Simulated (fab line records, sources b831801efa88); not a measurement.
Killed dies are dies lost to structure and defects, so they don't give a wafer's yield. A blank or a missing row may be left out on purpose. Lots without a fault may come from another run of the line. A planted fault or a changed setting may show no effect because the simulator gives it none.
Which tool did it? | flow sky130 | 6 lots, 18 wafers sampled, at 1 step of a route of 708

WHAT THE GAUGES READ, wafer by wafer
SKY_FIELD_ISO_THK_MEAS_02.
lot  | measured    | on            | FIELD_ISO_OXIDATION_00_THK (nm)
L998 | day 1 17:39 | film_metro-03 | 11.70 11.63 11.67
L103 | day 2 18:09 | film_metro-03 | 12.05 12.18 12.05
L106 | day 3 13:07 | film_metro-03 | 12.13 12.40 12.45
L109 | day 4 00:32 | film_metro-02 | 12.13 12.22 11.97
L115 | day 5 06:28 | film_metro-04 | 11.98 11.94 11.88
L120 | day 6 07:30 | film_metro-03 | 11.93 12.00 12.12

WHICH TOOL RAN EACH LOT (tool, then ch and the chambers of the sampled wafers, then the start)
The record holds no process step before these readings.

THE ANSWER, worked out from the rows above alone
Rule: what is usual is taken from the lots themselves. Put in order of their means at a reading, lots are off if they are a third of the lots or fewer, leave a main group of 4 or more, and stand apart from it by a gap of 3 or more times the standard deviation of the main group's means; of several such gaps the widest counts. A main group whose means are all the same, to the digits that the tables above print for the reading, isn't used. A lot without any number at a reading at which 4 lots or more have one is off too. The other lots that the step has rows for count as sound.
No lot is off at any reading shown: from this, nothing can be told.

WHAT THE SIMULATOR HAD PUT IN
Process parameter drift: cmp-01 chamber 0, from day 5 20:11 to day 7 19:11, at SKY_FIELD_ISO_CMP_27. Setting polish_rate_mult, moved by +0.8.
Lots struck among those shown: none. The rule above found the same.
